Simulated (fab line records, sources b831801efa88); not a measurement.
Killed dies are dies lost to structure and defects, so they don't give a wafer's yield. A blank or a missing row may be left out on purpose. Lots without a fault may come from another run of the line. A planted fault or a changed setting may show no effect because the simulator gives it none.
Which tool did it? | flow gf180mcu | 6 lots, 18 wafers sampled, at 2 steps of a route of 602

WHAT THE GAUGES READ, wafer by wafer
GF_STI_CD_MEAS_12: target cd 220 nm.
lot  | measured    | on        | cd_nm (nm)
L755 | day 2 07:38 | cd_sem-02 | 221.4 220.0 220.1
L760 | day 3 07:55 | cd_sem-02 | 222.8 224.1 222.8
L762 | day 3 20:07 | cd_sem-01 | 217.7 218.2 218.8
L765 | day 4 10:46 | cd_sem-02 | 218.2 218.9 218.7
L768 | day 5 02:05 | cd_sem-02 | 172.9 172.9 172.3 173.2 172.6 172.5
L771 | day 5 17:28 | cd_sem-02 | 220.9 220.0 219.5

WHICH TOOL RAN EACH LOT (tool, then ch and the chambers of the sampled wafers, then the start)
lot  | GF_STI_EXPOSE_09
L755 | krf_scanner-02 ch 0, day 2 01:41
L760 | krf_scanner-01 ch 0, day 3 02:12
L762 | krf_scanner-01 ch 0, day 3 13:35
L765 | krf_scanner-01 ch 0, day 4 04:11
L768 | krf_scanner-02 ch 0, day 4 19:23
L771 | krf_scanner-02 ch 0, day 5 09:57
- GF_STI_EXPOSE_09: exposes mask COMP, target cd 220 nm.

THE ANSWER, worked out from the rows above alone
Rule: what is usual is taken from the lots themselves. Put in order of their means at a reading, lots are off if they are a third of the lots or fewer, leave a main group of 4 or more, and stand apart from it by a gap of 3 or more times the standard deviation of the main group's means; of several such gaps the widest counts. A main group whose means are all the same, to the digits that the tables above print for the reading, isn't used. A lot without any number at a reading at which 4 lots or more have one is off too. The other lots that the step has rows for count as sound.
Off: L768, at GF_STI_CD_MEAS_12 (cd_nm). The main group: mean 220.1 nm, standard deviation 1.8.
A tool fits if, at a process step before that reading, it ran every lot that is off, and no sound lot after the first of them. The gauges at GF_STI_CD_MEAS_12 are tried like those tools. None of those tried fits.

WHAT THE SIMULATOR HAD PUT IN
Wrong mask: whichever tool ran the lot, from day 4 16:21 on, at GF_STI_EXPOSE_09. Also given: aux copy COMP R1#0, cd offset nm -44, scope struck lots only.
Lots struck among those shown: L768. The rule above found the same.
